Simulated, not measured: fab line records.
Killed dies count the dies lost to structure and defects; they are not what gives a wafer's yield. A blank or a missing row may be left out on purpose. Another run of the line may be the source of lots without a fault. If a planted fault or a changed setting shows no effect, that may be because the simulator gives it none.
Which tool was responsible? -- flow gf180mcu -- 12 lots, 36 wafers sampled, at 2 steps of a route of 602

WHAT EACH GAUGE READ, for each wafer
GF_M2_OVL_MEAS_15.
lot,measured,on,M2_OVL (nm)
L075,day 19 14:59,overlay-01,0 -4 7
L077,day 19 23:38,overlay-02,-1 -1 -4
L079,day 20 17:49,overlay-02,-16 -12 -11
L081,day 21 15:41,overlay-01,4 3 -8
L083,day 22 13:53,overlay-02,2 -5 -1
L085,day 22 22:23,overlay-01,-6 -4 -7
L087,day 23 23:59,overlay-02,-7 -8 -7
L089,day 24 19:43,overlay-02,-4 -1 0
L091,day 25 03:23,overlay-01,-4 -3 3
L092,day 25 15:55,overlay-01,-10 -6 -2
L095,day 26 07:04,overlay-02,-7 -7 -10
L097,day 26 20:02,overlay-02,7 0 6

EACH LOT AND THE TOOL THAT RAN IT (in order: tool; ch and the chambers of the sampled wafers; start)
lot,GF_V1_CMP_04
L075,"cmp-02 ch 0,2,3, day 17 12:59"
L077,"cmp-02 ch 2,3, day 17 20:10"
L079,"cmp-02 ch 2,3, day 18 13:38"
L081,"cmp-01 ch 0,1,2, day 19 12:08"
L083,"cmp-02 ch 0,2,3, day 20 12:46"
L085,"cmp-02 ch 0,2, day 20 20:20"
L087,"cmp-02 ch 0,1,2, day 21 23:49"
L089,"cmp-01 ch 0,2,3, day 22 22:04"
L091,"cmp-01 ch 0,1,2, day 23 06:46"
L092,"cmp-02 ch 1,2,3, day 23 17:40"
L095,"cmp-02 ch 1,2,3, day 24 11:29"
L097,"cmp-01 ch 0,1,2, day 25 00:22"
- GF_V1_CMP_04: polishes SiO2.

THE ANSWER, worked out from the rows above alone
Rule: what is usual is taken from the lots themselves. Put in order of their means at a reading, lots are off if they are a third of the lots or fewer, leave a main group of 4 or more, and stand apart from it by a gap of 3 or more times the standard deviation of the main group's means; of several such gaps the widest counts. Not used: any main group whose means are identical at the precision the tables above print for the reading. A lot without any number at a reading at which 4 lots or more have one is off too. Where the step has rows for the other lots, those lots are counted as sound.
No lot is off on any of the readings shown, so nothing can be concluded from this.

WHAT WAS PUT IN BY THE SIMULATOR
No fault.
